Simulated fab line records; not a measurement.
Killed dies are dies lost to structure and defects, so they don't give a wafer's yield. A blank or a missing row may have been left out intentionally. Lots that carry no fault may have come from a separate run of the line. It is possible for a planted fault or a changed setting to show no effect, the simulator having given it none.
Which tool is to blame? | flow gf180mcu | 6 lots, 18 wafers sampled, at 2 steps of a route of 602

== WHAT THE GAUGES READ, wafer by wafer ==
GF_HV_LDD_TW_MEAS_50.
lot  | measured     | on           | HV_LDD_4_TW
L911 | day 13 14:25 | filmMetro-01 | 567 570 566
L913 | day 14 06:05 | filmMetro-01 | 565 567 568
L917 | day 15 12:17 | filmMetro-01 | 569 570 569
L919 | day 16 09:01 | filmMetro-01 | 509 511 508
L925 | day 18 01:19 | filmMetro-04 | 566 564 562
L929 | day 19 16:56 | filmMetro-01 | 568 570 569

== TOOL THAT RAN EACH LOT (tool first, then ch and the chambers of the sampled wafers, then the start) ==
lot  | GF_HV_LDD_IMPLANT_48
L911 | implanter-04 ch 0, day 13 14:10
L913 | implanter-01 ch 0, day 14 05:50
L917 | implanter-03 ch 0, day 15 12:02
L919 | implanter-03 ch 0, day 16 08:46
L925 | implanter-01 ch 0, day 18 01:05
L929 | implanter-03 ch 0, day 19 16:43
- GF_HV_LDD_IMPLANT_48

== THE ANSWER, worked out from the rows above alone ==
Rule: the lots themselves supply what counts as usual. Put in order of their means at a reading, lots are off if they are a third of the lots or fewer, leave a main group of 4 or more, and stand apart from it by a gap of 3 or more times the standard deviation of the main group's means; of several such gaps the widest counts. The tables above print the reading to a certain number of digits; a main group whose means all agree to those digits is not used. A lot without any number at a reading at which 4 lots or more have one is off too. The other lots that the step has rows for count as sound.
Off: L919, seen at GF_HV_LDD_TW_MEAS_50 (HV_LDD_4_TW). Mean 567 and standard deviation 1.9 in the main group.
If a tool, at a process step before that reading, ran all the lots that are off and no sound lot after the first of them, it fits. Gauges at GF_HV_LDD_TW_MEAS_50: tried the same way as those tools. Not one of the candidates tried fits.

== WHAT THE SIMULATOR PUT IN ==
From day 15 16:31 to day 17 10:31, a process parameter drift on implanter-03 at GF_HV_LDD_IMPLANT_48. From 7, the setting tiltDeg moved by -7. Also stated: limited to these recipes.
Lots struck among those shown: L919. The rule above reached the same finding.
